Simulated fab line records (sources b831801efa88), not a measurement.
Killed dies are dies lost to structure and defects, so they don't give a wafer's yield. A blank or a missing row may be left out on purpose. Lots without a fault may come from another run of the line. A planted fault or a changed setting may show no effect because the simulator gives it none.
fab line records | flow sky130
record: lots: 5 wafers: 15 lastDay: 49
route steps=708 shown LDD_N@237 LDD_P@255
lots that met no fault: from a run of the same line without faults
startH: hours from the record's first day to the start of the lot's first wafer shown | waitH: hours elapsed since this lot's preceding step | " identical to the entry in the row above | L1.1+2: a row that stands for several wafers | - either no value or no given start | * or withheld: withheld | < > ~ a bound
route shown NAME@n: NAME is a module with steps in the file, n the number in the route of the first one | usual: mean/standard deviation of fault-free wafers | same: alike in all rows | chamber/n: place in a boat | sites: the reading at each site | _std_site: how widely they spread, as a standard deviation | _edge_site: the outer-site mean with the inner-site mean subtracted | radiusMm: for every site, how far away it sits from the centre of the wafer | mask NAME#n: copy n | behind: tool/chamber where the wafer was last shaped | hold: what put the lot on hold/how long, in hours/how the hold closed | device: whichever transistor did not switch (one of n, p or np) | end of line: the route-end tests of the same wafers | where a step has no rows: the recipe by itself | killed: the dies lost at the first sort to structure and to defects; this is not the yield of the wafer | map: dies across one wafer; x = killed, . = not, _ = none there
set.NAME: the setting the step ran with; set.NAME@STEP: the setting that earlier step ran with | model.NAME: the simulator's own value behind a step, which no gauge read
lots at selected steps of the route; one table per step, one row per wafer
services: when a tool's chamber went out of use (startH, in hours from the record's first day, below 0 if earlier), for how many hours, and the reason
== steps ==
step: SKY_LDD_N_DEHYDRATE_00
recipe: tempC: 200 timeS: 60
usual: exhaustPa: 44.8/0.84 heaterPowerTotalW: 160.38/0.12 plateTempC: 200.01/0.16 resistLineTempC: 23.02/0.099
columns lot.wafer tool chamber startH waitH exhaustPa heaterPowerTotalW plateTempC resistLineTempC
L080.1 lithoTrack-02 0 440.61 15.2 43.4 160.22 200.26 22.87
L080.2 " 0 " " 44.0 160.34 200.11 22.82
L080.6 " 0 " " 44.6 160.33 200.21 22.93
L087.1 lithoTrack-01 0 519.14 14.6 43.7 160.36 200.04 23.01
L087.2 " 0 " " 45.6 160.35 199.69 23.08
L087.5 " 0 " " 45.1 160.43 199.96 23.00
L088.2 lithoTrack-02 0 521.73 14.7 44.8 160.14 199.97 23.03
L088.4 " 0 " " 44.8 160.50 200.08 22.92
L088.5 " 0 " " 45.5 160.53 200.25 23.16
L090.1 lithoTrack-03 0 528.92 14.8 44.9 160.28 199.84 22.92
L090.3 " 0 " " 47.3 160.45 200.02 22.99
L090.4 " 0 " " 46.4 160.57 200.14 23.10
L092.1 lithoTrack-01 0 539.44 14.9 44.3 160.33 200.16 23.11
L092.3 " 0 " " 45.2 160.25 200.15 23.06
L092.6 " 0 " " 44.9 160.29 199.96 23.11
step: SKY_LDD_N_HMDS_01
recipe: primeTimeS: 60 primeTempC: 120
usual: exhaustPa: 45.2/0.92 resistLineTempC: 23.02/0.098
columns lot.wafer tool chamber startH waitH exhaustPa resistLineTempC
L080.1 lithoTrack-02 0 440.76 0.1 45.1 23.12
L080.2 " 0 " " 44.8 22.93
L080.6 " 0 " " 43.9 22.99
L087.1 lithoTrack-01 0 519.29 0.1 44.7 22.89
L087.2 " 0 " " 44.5 22.95
L087.5 " 0 " " 45.8 23.03
L088.2 lithoTrack-02 0 521.88 0.1 44.9 23.06
L088.4 " 0 " " 46.3 22.91
L088.5 " 0 " " 45.8 23.01
L090.1 lithoTrack-03 0 529.07 0.1 46.8 23.15
L090.3 " 0 " " 46.1 22.87
L090.4 " 0 " " 47.1 23.10
L092.1 lithoTrack-01 0 539.59 0.1 45.9 22.97
L092.3 " 0 " " 46.1 23.02
L092.6 " 0 " " 46.0 22.95
step: SKY_LDD_N_COAT_02
recipe: resist: NOVOLAK spinRpm: 3000 resistThkNm: 300
usual: exhaustPa: 45.0/1 resistLineTempC: 23.00/0.11
columns lot.wafer tool chamber startH waitH exhaustPa resistLineTempC
L080.1 lithoTrack-02 0 440.91 0.1 44.6 22.91
L080.2 " 0 " " 45.2 23.02
L080.6 " 0 " " 45.4 22.95
L087.1 lithoTrack-01 0 519.44 0.1 45.7 23.01
L087.2 " 0 " " 44.5 23.18
L087.5 " 0 " " 44.2 23.00
L088.2 lithoTrack-02 0 522.03 0.1 43.6 22.96
L088.4 " 0 " " 44.7 22.92
L088.5 " 0 " " 43.7 23.03
L090.1 lithoTrack-03 0 529.22 0.1 44.9 23.01
L090.3 " 0 " " 43.6 22.93
L090.4 " 0 " " 44.6 23.06
L092.1 lithoTrack-01 0 539.74 0.1 44.7 22.95
L092.3 " 0 " " 44.1 22.96
L092.6 " 0 " " 44.6 23.09
step: SKY_LDD_N_SOFTBAKE_03
recipe: tempC: 91.13 timeS: 60 resist: NOVOLAK
usual: exhaustPa: 44.9/0.91 heaterPowerTotalW: 57.60/0.05 plateTempC: 91.14/0.13 resistLineTempC: 23.00/0.1
columns lot.wafer tool chamber startH waitH exhaustPa heaterPowerTotalW plateTempC resistLineTempC
L080.1 lithoTrack-02 0 441.06 0.1 45.1 57.68 90.96 23.03
L080.2 " 0 " " 45.3 57.62 91.08 23.04
L080.6 " 0 " " 44.9 57.53 91.08 23.09
L087.1 lithoTrack-01 0 519.59 0.1 45.9 57.63 91.27 23.08
L087.2 " 0 " " 45.6 57.54 91.25 22.97
L087.5 " 0 " " 45.2 57.62 91.24 23.07
L088.2 lithoTrack-02 0 522.18 0.1 46.6 57.62 91.22 22.94
L088.4 " 0 " " 45.1 57.61 91.12 23.04
L088.5 " 0 " " 46.1 57.68 91.13 22.86
L090.1 lithoTrack-03 0 529.37 0.1 45.7 57.70 91.21 23.00
L090.3 " 0 " " 45.4 57.61 90.97 23.06
L090.4 " 0 " " 45.5 57.63 91.04 23.03
L092.1 lithoTrack-01 0 539.89 0.1 44.2 57.61 91.29 23.14
L092.3 " 0 " " 44.7 57.62 91.44 23.24
L092.6 " 0 " " 43.5 57.55 91.38 23.08
step: SKY_LDD_N_EXPOSE_04
recipe: maskId: NTM targetCdNm: 840 na: 0.6 sourceShape: conventional sigmaOuter: 0.6 doseMj: 110
same: na: 0.6
columns lot.wafer tool chamber startH waitH mask
L080.1+2+6 ilineStepper-01 0 - - NTM#0
L087.1+2+5 ilineStepper-01 0 - - NTM#0
L088.2+4+5 ilineStepper-02 0 - - NTM#0
L090.1+3+4 ilineStepper-02 0 - - NTM#0
L092.1+3+6 ilineStepper-02 0 - - NTM#0
step: SKY_LDD_N_PEB_05
recipe: tempC: withheld timeS: * resist: NOVOLAK
usual: exhaustPa: 44.6/0.89 resistLineTempC: *
columns lot.wafer tool chamber startH waitH exhaustPa resistLineTempC
L080.1 lithoTrack-01 0 - - 45.2 *
L080.2 " 0 " " 45.3 *
L080.6 " 0 " " 46.1 *
L087.1 lithoTrack-01 0 - - 44.2 *
L087.2 " 0 " " 43.6 *
L087.5 " 0 " " 43.6 *
L088.2 lithoTrack-01 0 - - 44.1 *
L088.4 " 0 " " 45.0 *
L088.5 " 0 " " 45.1 *
L090.1 lithoTrack-03 0 - - 43.9 *
L090.3 " 0 " " 45.7 *
L090.4 " 0 " " 45.9 *
L092.1 lithoTrack-03 0 - - 44.3 *
L092.3 " 0 " " 44.8 *
L092.6 " 0 " " 45.3 *
step: SKY_LDD_N_DEVELOP_06
recipe: developTimeS: 60 devTempC: 23
usual: exhaustPa: 45.1/0.87 resistLineTempC: 23.01/0.096
columns lot.wafer tool chamber startH waitH exhaustPa resistLineTempC
L080.1 lithoTrack-01 0 455.40 0.1 45.7 23.09
L080.2 " 0 " " 45.8 23.07
L080.6 " 0 " " 45.8 23.03
L087.1 lithoTrack-01 0 534.79 0.1 44.6 23.17
L087.2 " 0 " " 45.5 22.99
L087.5 " 0 " " 44.8 23.20
L088.2 lithoTrack-01 0 536.67 0.1 46.0 23.07
L088.4 " 0 " " 45.5 23.08
L088.5 " 0 " " 44.4 22.89
L090.1 lithoTrack-03 0 544.37 0.1 46.2 23.06
L090.3 " 0 " " 44.6 23.14
L090.4 " 0 " " 43.7 22.97
L092.1 lithoTrack-03 0 554.67 0.1 44.6 22.86
L092.3 " 0 " " 45.3 23.19
L092.6 " 0 " " 44.6 23.14
step: SKY_LDD_N_OVL_MEAS_07
usual: LDD_N_OVL: -0.8/1.6
columns lot.wafer tool chamber startH waitH LDD_N_OVL[nm]
L080.1 overlay-01 - 455.55 0.1 -4.0
L080.2 " - " " -2.3
L080.6 " - " " -5.0
L087.1 overlay-01 - 534.94 0.1 -1.6
L087.2 " - " " -1.9
L087.5 " - " " -1.7
L088.2 overlay-01 - 536.80 0.1 -0.3
L088.4 " - " " -1.3
L088.5 " - " " 0.5
L090.1 overlay-01 - 544.52 0.1 0.2
L090.3 " - " " -2.8
L090.4 " - " " 1.8
L092.1 overlay-02 - 554.82 0.1 -1.9
L092.3 " - " " -1.9
L092.6 " - " " -2.4
step: SKY_LDD_N_IMPLANT_08
recipe: species: As energyKev: 20 doseCm2: 7.5e+13 tiltDeg: withheld rotationDeg: 23
usual: doseIonsCm2: 7.5e+13/8.4e+10
same: implantIonAmu: 75
columns lot.wafer tool chamber startH waitH doseIonsCm2
L080.1 implanter-04 0 455.58 0.0 7.496e+13
L080.2 " 0 " " 7.495e+13
L080.6 " 0 " " 7.502e+13
L087.1 implanter-01 0 534.98 0.0 7.514e+13
L087.2 " 0 " " 7.507e+13
L087.5 " 0 " " 7.508e+13
L088.2 implanter-02 0 536.86 0.0 7.505e+13
L088.4 " 0 " " 7.492e+13
L088.5 " 0 " " 7.505e+13
L090.1 implanter-01 0 544.56 0.0 7.502e+13
L090.3 " 0 " " 7.505e+13
L090.4 " 0 " " 7.499e+13
L092.1 implanter-02 0 554.86 0.0 7.499e+13
L092.3 " 0 " " 7.496e+13
L092.6 " 0 " " 7.502e+13
step: SKY_LDD_N_IMPLANT_09
recipe: species: As energyKev: 20 doseCm2: 7.5e+13 tiltDeg: withheld rotationDeg: 113
usual: doseIonsCm2: 7.499e+13/8.6e+10
same: implantIonAmu: 75
columns lot.wafer tool chamber startH waitH doseIonsCm2
L080.1 implanter-04 0 455.73 0.1 7.468e+13
L080.2 " 0 " " 7.491e+13
L080.6 " 0 " " 7.487e+13
L087.1 implanter-01 0 535.13 0.1 7.497e+13
L087.2 " 0 " " 7.492e+13
L087.5 " 0 " " 7.503e+13
L088.2 implanter-02 0 537.01 0.1 7.499e+13
L088.4 " 0 " " 7.496e+13
L088.5 " 0 " " 7.497e+13
L090.1 implanter-01 0 544.71 0.1 7.51e+13
L090.3 " 0 " " 7.491e+13
L090.4 " 0 " " 7.502e+13
L092.1 implanter-02 0 555.01 0.1 7.519e+13
L092.3 " 0 " " 7.503e+13
L092.6 " 0 " " 7.493e+13
step: SKY_LDD_N_IMPLANT_10
recipe: species: As energyKev: 20 doseCm2: 7.5e+13 tiltDeg: withheld rotationDeg: 203
usual: doseIonsCm2: 7.498e+13/7.4e+10
same: implantIonAmu: 75
columns lot.wafer tool chamber startH waitH doseIonsCm2
L080.1 implanter-04 0 455.88 0.1 7.513e+13
L080.2 " 0 " " 7.508e+13
L080.6 " 0 " " 7.504e+13
L087.1 implanter-01 0 535.28 0.1 7.484e+13
L087.2 " 0 " " 7.5e+13
L087.5 " 0 " " 7.491e+13
L088.2 implanter-02 0 537.16 0.1 7.501e+13
L088.4 " 0 " " 7.496e+13
L088.5 " 0 " " 7.5e+13
L090.1 implanter-01 0 544.86 0.1 7.498e+13
L090.3 " 0 " " 7.504e+13
L090.4 " 0 " " 7.508e+13
L092.1 implanter-02 0 555.16 0.1 7.493e+13
L092.3 " 0 " " 7.494e+13
L092.6 " 0 " " 7.501e+13
step: SKY_LDD_N_IMPLANT_11
recipe: species: As energyKev: 20 doseCm2: 7.5e+13 tiltDeg: withheld rotationDeg: 293
usual: doseIonsCm2: 7.502e+13/8.8e+10
same: implantIonAmu: 75
columns lot.wafer tool chamber startH waitH doseIonsCm2
L080.1 implanter-04 0 456.03 0.1 7.494e+13
L080.2 " 0 " " 7.501e+13
L080.6 " 0 " " 7.502e+13
L087.1 implanter-01 0 535.43 0.1 7.499e+13
L087.2 " 0 " " 7.497e+13
L087.5 " 0 " " 7.498e+13
L088.2 implanter-02 0 537.31 0.1 7.505e+13
L088.4 " 0 " " 7.505e+13
L088.5 " 0 " " 7.499e+13
L090.1 implanter-01 0 545.01 0.1 7.505e+13
L090.3 " 0 " " 7.517e+13
L090.4 " 0 " " 7.504e+13
L092.1 implanter-02 0 555.31 0.1 7.506e+13
L092.3 " 0 " " 7.506e+13
L092.6 " 0 " " 7.493e+13
step: SKY_LDD_N_IMPLANT_12
recipe: species: BF2 energyKev: 50 doseCm2: 5e+12 tiltDeg: 30 rotationDeg: 0
usual: doseIonsCm2: 4.999e+12/5e+09
same: implantIonAmu: 49
columns lot.wafer tool chamber startH waitH doseIonsCm2
L080.1 implanter-04 0 456.18 0.1 4.999e+12
L080.2 " 0 " " 4.992e+12
L080.6 " 0 " " 4.992e+12
L087.1 implanter-01 0 535.58 0.1 4.998e+12
L087.2 " 0 " " 5.004e+12
L087.5 " 0 " " 5.004e+12
L088.2 implanter-02 0 537.46 0.1 4.999e+12
L088.4 " 0 " " 4.997e+12
L088.5 " 0 " " 4.995e+12
L090.1 implanter-01 0 545.16 0.1 5.003e+12
L090.3 " 0 " " 5.011e+12
L090.4 " 0 " " 5.003e+12
L092.1 implanter-02 0 555.46 0.1 4.998e+12
L092.3 " 0 " " 5.003e+12
L092.6 " 0 " " 5e+12
step: SKY_LDD_N_IMPLANT_13
recipe: species: BF2 energyKev: 50 doseCm2: 5e+12 tiltDeg: 30 rotationDeg: 90
usual: doseIonsCm2: 5e+12/5.3e+09
same: implantIonAmu: 49
columns lot.wafer tool chamber startH waitH doseIonsCm2
L080.1 implanter-04 0 456.33 0.1 5.005e+12
L080.2 " 0 " " 5.006e+12
L080.6 " 0 " " 5.006e+12
L087.1 implanter-01 0 535.73 0.1 5.001e+12
L087.2 " 0 " " 4.998e+12
L087.5 " 0 " " 5.006e+12
L088.2 implanter-02 0 537.61 0.1 5.004e+12
L088.4 " 0 " " 4.998e+12
L088.5 " 0 " " 5e+12
L090.1 implanter-01 0 545.31 0.1 5.008e+12
L090.3 " 0 " " 4.997e+12
L090.4 " 0 " " 5.002e+12
L092.1 implanter-02 0 555.61 0.1 4.996e+12
L092.3 " 0 " " 5.001e+12
L092.6 " 0 " " 4.996e+12
step: SKY_LDD_N_IMPLANT_14
recipe: species: BF2 energyKev: 50 doseCm2: 5e+12 tiltDeg: 30 rotationDeg: 180
usual: doseIonsCm2: 4.999e+12/4.8e+09
same: implantIonAmu: 49
columns lot.wafer tool chamber startH waitH doseIonsCm2
L080.1 implanter-04 0 456.48 0.1 4.998e+12
L080.2 " 0 " " 5.006e+12
L080.6 " 0 " " 5.004e+12
L087.1 implanter-01 0 535.88 0.1 5e+12
L087.2 " 0 " " 5.002e+12
L087.5 " 0 " " 5e+12
L088.2 implanter-02 0 537.76 0.1 5.001e+12
L088.4 " 0 " " 5.002e+12
L088.5 " 0 " " 4.999e+12
L090.1 implanter-01 0 545.46 0.1 4.987e+12
L090.3 " 0 " " 4.997e+12
L090.4 " 0 " " 4.996e+12
L092.1 implanter-02 0 555.76 0.1 5.005e+12
L092.3 " 0 " " 4.999e+12
L092.6 " 0 " " 5.004e+12
step: SKY_LDD_N_IMPLANT_15
recipe: species: BF2 energyKev: 50 doseCm2: 5e+12 tiltDeg: 30 rotationDeg: 270
usual: doseIonsCm2: 5e+12/5.2e+09
same: implantIonAmu: 49
columns lot.wafer tool chamber startH waitH doseIonsCm2
L080.1 implanter-04 0 456.63 0.1 5.006e+12
L080.2 " 0 " " 5.008e+12
L080.6 " 0 " " 5.006e+12
L087.1 implanter-01 0 536.03 0.1 5.003e+12
L087.2 " 0 " " 5.006e+12
L087.5 " 0 " " 5.002e+12
L088.2 implanter-02 0 537.91 0.1 5.004e+12
L088.4 " 0 " " 5e+12
L088.5 " 0 " " 4.998e+12
L090.1 implanter-01 0 545.61 0.1 4.996e+12
L090.3 " 0 " " 4.999e+12
L090.4 " 0 " " 5e+12
L092.1 implanter-02 0 555.91 0.1 4.991e+12
L092.3 " 0 " " 4.996e+12
L092.6 " 0 " " 4.999e+12
step: SKY_LDD_N_STRIP_16
recipe: chemistry: O2/N2 powerW: 1400 pressureMtorr: 1500 platenTempC: withheld o2FlowSccm: 3000 n2FlowSccm: 300 overashFraction: 0.5
usual: drypumpMotorCurrentA: 5.8/0.39 oesProductAu: 0.407/0.0045 stripTimeToEndpointS: 4.307/0.015
columns lot.wafer tool chamber startH waitH drypumpMotorCurrentA oesProductAu rfHoursCounterH stripTimeToEndpointS
L080.1 plasmaAsher-01 0 456.78 0.1 5.3 0.408 30 4.318
L080.2 " 1 " " 6.1 0.405 30 4.301
L080.6 " 0 " " 5.3 0.400 - 4.316
L087.1 plasmaAsher-02 0 536.18 0.1 5.8 0.404 84 4.345
L087.2 " 1 " " 6.2 0.410 84 4.317
L087.5 " 0 " " 5.8 0.410 - 4.330
L088.2 plasmaAsher-02 0 538.03 0.1 5.8 0.402 84 4.316
L088.4 " 1 " " 6.2 0.405 - 4.306
L088.5 " 0 " " 5.8 0.408 - 4.309
L090.1 plasmaAsher-01 0 545.76 0.1 5.3 0.410 39 4.308
L090.3 " 0 " " 5.3 0.409 - 4.320
L090.4 " 1 " " 6.1 0.419 - 4.305
L092.1 plasmaAsher-01 0 556.06 0.1 5.3 0.403 40 4.314
L092.3 " 1 " " 6.1 0.401 - 4.292
L092.6 " 0 " " 5.3 0.399 - 4.284
step: SKY_LDD_N_TW_MEAS_17
usual: LDD_N_TW: 2587/17
columns lot.wafer tool chamber startH waitH LDD_N_TW
L080.1 filmMetro-02 - 456.88 0.1 2596
L080.2 " - " " 2594
L080.6 " - " " 2592
L087.1 filmMetro-01 - 536.28 0.1 2604
L087.2 " - " " 2601
L087.5 " - " " 2611
L088.2 filmMetro-02 - 538.14 0.1 2597
L088.4 " - " " 2581
L088.5 " - " " 2587
L090.1 filmMetro-01 - 545.86 0.1 2604
L090.3 " - " " 2604
L090.4 " - " " 2601
L092.1 filmMetro-01 - 556.16 0.1 2607
L092.3 " - " " 2600
L092.6 " - " " 2609
step: SKY_LDD_P_DEHYDRATE_00
recipe: tempC: 200 timeS: 60
usual: exhaustPa: 44.8/0.91 heaterPowerTotalW: 160.37/0.12 plateTempC: 200.01/0.16 resistLineTempC: 22.99/0.1
columns lot.wafer tool chamber startH waitH exhaustPa heaterPowerTotalW plateTempC resistLineTempC
L080.1 lithoTrack-03 0 471.57 14.7 44.2 160.28 199.99 22.82
L080.2 " 0 " " 44.4 160.24 199.82 22.93
L080.6 " 0 " " 46.6 160.29 199.83 22.90
L087.1 lithoTrack-03 0 550.07 13.8 45.5 160.34 200.26 22.69
L087.2 " 0 " " 43.1 160.29 199.95 22.76
L087.5 " 0 " " 44.1 160.29 200.16 22.88
L088.2 lithoTrack-04 0 552.36 14.2 45.6 160.49 200.07 22.90
L088.4 " 0 " " 44.0 160.24 200.12 22.94
L088.5 " 0 " " 45.4 160.23 200.20 22.87
L090.1 lithoTrack-03 0 560.22 14.4 44.4 160.49 199.85 23.04
L090.3 " 0 " " 45.2 160.41 199.96 23.02
L090.4 " 0 " " 45.1 160.19 199.51 23.09
L092.1 lithoTrack-04 0 570.64 14.5 46.3 160.32 200.11 22.82
L092.3 " 0 " " 46.3 160.38 200.07 22.90
L092.6 " 0 " " 46.0 160.39 200.03 22.93
step: SKY_LDD_P_HMDS_01
recipe: primeTimeS: 60 primeTempC: 120
usual: exhaustPa: 45.0/0.82 resistLineTempC: 23.01/0.1
columns lot.wafer tool chamber startH waitH exhaustPa resistLineTempC
L080.1 lithoTrack-03 0 471.72 0.1 45.9 23.27
L080.2 " 0 " " 45.4 23.09
L080.6 " 0 " " 46.5 23.19
L087.1 lithoTrack-03 0 550.22 0.1 44.0 22.90
L087.2 " 0 " " 45.1 23.06
L087.5 " 0 " " 44.5 23.11
L088.2 lithoTrack-04 0 552.51 0.1 45.3 23.06
L088.4 " 0 " " 43.2 23.11
L088.5 " 0 " " 44.3 23.15
L090.1 lithoTrack-03 0 560.37 0.1 45.9 23.06
L090.3 " 0 " " 45.0 22.89
L090.4 " 0 " " 44.6 23.02
L092.1 lithoTrack-04 0 570.79 0.1 47.3 23.01
L092.3 " 0 " " 45.6 22.97
L092.6 " 0 " " 44.4 22.91
step: SKY_LDD_P_COAT_02
recipe: resist: NOVOLAK spinRpm: 3000 resistThkNm: 1140
usual: exhaustPa: 45.2/0.82 resistLineTempC: 22.98/0.11
columns lot.wafer tool chamber startH waitH exhaustPa resistLineTempC
L080.1 lithoTrack-03 0 471.87 0.1 45.5 22.98
L080.2 " 0 " " 47.0 22.99
L080.6 " 0 " " 46.8 22.97
L087.1 lithoTrack-03 0 550.37 0.1 45.1 23.07
L087.2 " 0 " " 43.9 23.23
L087.5 " 0 " " 44.5 23.09
L088.2 lithoTrack-04 0 552.66 0.1 45.3 22.90
L088.4 " 0 " " 45.3 22.99
L088.5 " 0 " " 45.2 23.02
L090.1 lithoTrack-03 0 560.52 0.1 45.4 23.03
L090.3 " 0 " " 45.7 23.02
L090.4 " 0 " " 46.5 23.01
L092.1 lithoTrack-04 0 570.94 0.1 44.2 23.13
L092.3 " 0 " " 45.0 23.06
L092.6 " 0 " " 44.3 23.02
step: SKY_LDD_P_SOFTBAKE_03
recipe: tempC: 90 timeS: 60 resist: NOVOLAK
usual: exhaustPa: 44.9/0.9 heaterPowerTotalW: 56.59/0.042 plateTempC: 90.01/0.11 resistLineTempC: 23.00/0.11
columns lot.wafer tool chamber startH waitH exhaustPa heaterPowerTotalW plateTempC resistLineTempC
L080.1 lithoTrack-03 0 472.02 0.1 44.4 56.63 90.14 23.03
L080.2 " 0 " " 44.1 56.57 89.86 23.20
L080.6 " 0 " " 44.2 56.63 90.07 22.90
L087.1 lithoTrack-03 0 550.52 0.1 43.4 56.54 89.78 23.08
L087.2 " 0 " " 45.1 56.62 89.87 23.35
L087.5 " 0 " " 43.7 56.64 90.12 23.20
L088.2 lithoTrack-04 0 552.81 0.1 46.9 56.59 89.98 22.95
L088.4 " 0 " " 45.7 56.57 90.00 22.91
L088.5 " 0 " " 44.8 56.55 89.83 22.87
L090.1 lithoTrack-03 0 560.67 0.1 44.7 56.59 90.04 23.03
L090.3 " 0 " " 45.0 56.57 90.15 22.83
L090.4 " 0 " " 43.8 56.59 89.90 23.10
L092.1 lithoTrack-04 0 571.09 0.1 45.6 56.50 90.10 23.05
L092.3 " 0 " " 44.1 56.53 90.07 23.05
L092.6 " 0 " " 45.0 56.61 90.09 23.23
step: SKY_LDD_P_EXPOSE_04
recipe: maskId: PSDM na: 0.6 sourceShape: conventional sigmaOuter: 0.6 polarization: unpolarized targetCdNm: 380 doseMj: 138
same: na: 0.6
columns lot.wafer tool chamber startH waitH mask
L080.1+2+6 ilineStepper-01 0 - - PSDM#0
L087.1+2+5 ilineStepper-01 0 - - PSDM#0
L088.2+4+5 ilineStepper-01 0 - - PSDM#0
L090.1+3+4 ilineStepper-02 0 - - PSDM#0
L092.1+3+6 ilineStepper-02 0 - - PSDM#0
step: SKY_LDD_P_PEB_05
recipe: tempC: withheld timeS: * resist: NOVOLAK
usual: exhaustPa: 45.1/0.95 resistLineTempC: *
columns lot.wafer tool chamber startH waitH exhaustPa resistLineTempC
L080.1 lithoTrack-03 0 - - 45.3 *
L080.2 " 0 " " 44.5 *
L080.6 " 0 " " 45.3 *
L087.1 lithoTrack-02 0 - - 45.2 *
L087.2 " 0 " " 43.4 *
L087.5 " 0 " " 45.3 *
L088.2 lithoTrack-02 0 - - 44.6 *
L088.4 " 0 " " 46.5 *
L088.5 " 0 " " 44.6 *
L090.1 lithoTrack-04 0 - - 45.6 *
L090.3 " 0 " " 44.3 *
L090.4 " 0 " " 46.1 *
L092.1 lithoTrack-02 0 - - 44.2 *
L092.3 " 0 " " 43.6 *
L092.6 " 0 " " 44.8 *
step: SKY_LDD_P_DEVELOP_06
recipe: resist: NOVOLAK developer: TMAH developTimeS: 60 devTempC: 24.2
usual: exhaustPa: 45.1/0.94 resistLineTempC: 23.03/0.1
columns lot.wafer tool chamber startH waitH exhaustPa resistLineTempC
L080.1 lithoTrack-03 0 486.97 0.1 43.4 22.98
L080.2 " 0 " " 43.6 22.96
L080.6 " 0 " " 45.1 22.96
L087.1 lithoTrack-02 0 566.11 0.1 44.8 23.04
L087.2 " 0 " " 45.4 22.84
L087.5 " 0 " " 45.6 22.84
L088.2 lithoTrack-02 0 567.33 0.1 46.7 23.02
L088.4 " 0 " " 46.9 22.90
L088.5 " 0 " " 46.8 22.87
L090.1 lithoTrack-04 0 575.09 0.1 46.0 23.28
L090.3 " 0 " " 46.6 23.14
L090.4 " 0 " " 46.4 23.27
L092.1 lithoTrack-02 0 585.71 0.1 44.4 22.99
L092.3 " 0 " " 45.2 23.02
L092.6 " 0 " " 44.8 23.09
step: SKY_LDD_P_CD_MEAS_07
recipe: targetCdNm: 380
usual: cdNm: 379.6/2
columns lot.wafer tool chamber startH waitH cdNm
L080.1 cdSem-01 - 487.12 0.1 376.0
L080.2 " - " " 375.7
L080.6 " - " " 376.0
L087.1 cdSem-02 - 566.26 0.1 379.7
L087.2 " - " " 381.1
L087.5 " - " " 380.3
L088.2 cdSem-01 - 567.48 0.1 378.6
L088.4 " - " " 379.9
L088.5 " - " " 377.6
L090.1 cdSem-02 - 575.24 0.1 378.2
L090.3 " - " " 378.8
L090.4 " - " " 379.9
L092.1 cdSem-02 - 585.86 0.1 384.0
L092.3 " - " " 386.2
L092.6 " - " " 382.6
step: SKY_LDD_P_OVL_MEAS_08
usual: LDD_P_OVL: 1.1/1.5
columns lot.wafer tool chamber startH waitH LDD_P_OVL[nm]
L080.1 overlay-02 - 487.24 0.1 1.3
L080.2 " - " " 2.5
L080.6 " - " " 3.7
L087.1 overlay-02 - 566.38 0.1 2.0
L087.2 " - " " 4.2
L087.5 " - " " 4.2
L088.2 overlay-01 - 567.59 0.1 0.0
L088.4 " - " " 0.0
L088.5 " - " " 1.3
L090.1 overlay-01 - 575.36 0.1 0.7
L090.3 " - " " -0.4
L090.4 " - " " 0.4
L092.1 overlay-02 - 585.98 0.1 -0.2
L092.3 " - " " -0.9
L092.6 " - " " 0.2
step: SKY_LDD_P_IMPLANT_09
recipe: species: BF2 energyKev: 25 doseCm2: 1e+13 tiltDeg: withheld
usual: doseIonsCm2: 9.999e+12/1.1e+10
same: implantIonAmu: 49
columns lot.wafer tool chamber startH waitH doseIonsCm2
L080.1 implanter-04 0 487.28 0.0 1.0009e+13
L080.2 " 0 " " 9.974e+12
L080.6 " 0 " " 9.997e+12
L087.1 implanter-03 0 566.42 0.0 1.0014e+13
L087.2 " 0 " " 1.0003e+13
L087.5 " 0 " " 9.993e+12
L088.2 implanter-04 0 567.64 0.0 1.0024e+13
L088.4 " 0 " " 1.0001e+13
L088.5 " 0 " " 1.0014e+13
L090.1 implanter-03 0 575.39 0.0 1.0006e+13
L090.3 " 0 " " 9.996e+12
L090.4 " 0 " " 9.992e+12
L092.1 implanter-01 0 586.02 0.0 9.999e+12
L092.3 " 0 " " 1.0008e+13
L092.6 " 0 " " 9.988e+12
step: SKY_LDD_P_STRIP_10
recipe: chemistry: O2/N2 powerW: 1400 pressureMtorr: 1500 platenTempC: withheld o2FlowSccm: 3000 n2FlowSccm: 300 overashFraction: 0.5
usual: drypumpMotorCurrentA: 5.2/0.5 oesProductAu: 0.715/0.0044 stripTimeToEndpointS: 14.18/0.047
columns lot.wafer tool chamber startH waitH drypumpMotorCurrentA oesProductAu rfHoursCounterH stripTimeToEndpointS
L080.1 plasmaAsher-03 1 487.43 0.1 5.1 0.710 6 14.19
L080.2 " 0 " " 6.0 0.720 6 14.21
L080.6 " 1 " " 5.0 0.713 - 14.21
L087.1 plasmaAsher-03 0 566.57 0.1 6.0 0.714 13 14.25
L087.2 " 1 " " 5.0 0.715 13 14.22
L087.5 " 0 " " 6.0 0.722 - 14.23
L088.2 plasmaAsher-01 1 567.77 0.1 6.1 0.723 42 14.16
L088.4 " 0 " " 5.3 0.715 - 14.20
L088.5 " 0 " " 5.3 0.712 - 14.18
L090.1 plasmaAsher-01 0 575.54 0.1 5.3 0.724 42 14.24
L090.3 " 0 " " 5.3 0.709 - 14.19
L090.4 " 1 " " 6.0 0.716 - 14.20
L092.1 plasmaAsher-01 1 586.17 0.1 6.1 0.716 43 14.20
L092.3 " 0 " " 5.3 0.715 - 14.15
L092.6 " 0 " " 5.3 0.715 - 14.18
step: SKY_LDD_P_TW_MEAS_11
usual: LDD_P_TW: 634/4.2
columns lot.wafer tool chamber startH waitH LDD_P_TW
L080.1 filmMetro-03 - 487.53 0.1 634
L080.2 " - " " 629
L080.6 " - " " 633
L087.1 filmMetro-04 - 566.67 0.1 635
L087.2 " - " " 634
L087.5 " - " " 636
L088.2 filmMetro-01 - 567.88 0.1 645
L088.4 " - " " 641
L088.5 " - " " 638
L090.1 filmMetro-01 - 575.64 0.1 637
L090.3 " - " " 641
L090.4 " - " " 636
L092.1 filmMetro-03 - 586.27 0.1 632
L092.3 " - " " 628
L092.6 " - " " 631
== services ==
columns tool chamber startH hours kind
plasmaAsher-03 - 421.25 9.0 pm
plasmaAsher-03 0 421.25 9.0 ventCycle
plasmaAsher-03 1 421.25 9.0 ventCycle
implanter-04 - 421.91 3.1 pm
plasmaAsher-03 0 430.25 - clean
plasmaAsher-03 1 430.25 - clean
implanter-03 - 447.19 1.8 repair
ilineStepper-02 - 462.97 28.9 pm
implanter-03 - 477.95 2.6 repair
implanter-04 - 481.11 0.8 repair
implanter-01 - 484.22 2.3 repair
implanter-04 - 494.41 58.6 pm
implanter-03 - 499.06 1.7 repair
ilineStepper-01 - 502.85 1.7 pm
implanter-03 - 530.28 4.1 pm
ilineStepper-02 - 549.37 1.7 pm
implanter-03 - 556.96 3.1 repair
implanter-04 - 568.62 3.3 repair
plasmaAsher-03 - 576.64 2.3 repair
implanter-03 - 577.97 0.6 repair
implanter-02 - 581.01 7.8 pm
== key ==
fault none
